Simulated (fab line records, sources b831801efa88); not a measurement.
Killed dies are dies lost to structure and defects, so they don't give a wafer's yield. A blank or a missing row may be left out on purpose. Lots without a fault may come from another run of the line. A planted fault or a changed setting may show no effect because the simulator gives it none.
Which tool did it? | flow sky130 | 6 lots, 18 wafers sampled, at 1 step of a route of 708

WHAT THE GAUGES READ, wafer by wafer
SKY_FIELD_ISO_BOW_MEAS_00.
lot  | measured    | on            | INCOMING_BOW (um)
L617 | day 1 20:00 | film_metro-02 | 0 9 4
L620 | day 2 11:02 | film_metro-01 | 11 5 -8
L622 | day 2 21:01 | film_metro-04 | 6 -7 2
L631 | day 4 18:00 | film_metro-02 | -11 8 -7
L633 | day 5 04:00 | film_metro-01 | 6 -7 -1
L636 | day 5 19:01 | film_metro-02 | 0 8 -8

WHICH TOOL RAN EACH LOT (tool, then ch and the chambers of the sampled wafers, then the start)
The record holds no process step before these readings.

THE ANSWER, worked out from the rows above alone
Rule: what is usual is taken from the lots themselves. Put in order of their means at a reading, lots are off if they are a third of the lots or fewer, leave a main group of 4 or more, and stand apart from it by a gap of 3 or more times the standard deviation of the main group's means; of several such gaps the widest counts. A main group whose means are all the same, to the digits that the tables above print for the reading, isn't used. A lot without any number at a reading at which 4 lots or more have one is off too. The other lots that the step has rows for count as sound.
No lot is off at any reading shown: from this, nothing can be told.

WHAT THE SIMULATOR HAD PUT IN
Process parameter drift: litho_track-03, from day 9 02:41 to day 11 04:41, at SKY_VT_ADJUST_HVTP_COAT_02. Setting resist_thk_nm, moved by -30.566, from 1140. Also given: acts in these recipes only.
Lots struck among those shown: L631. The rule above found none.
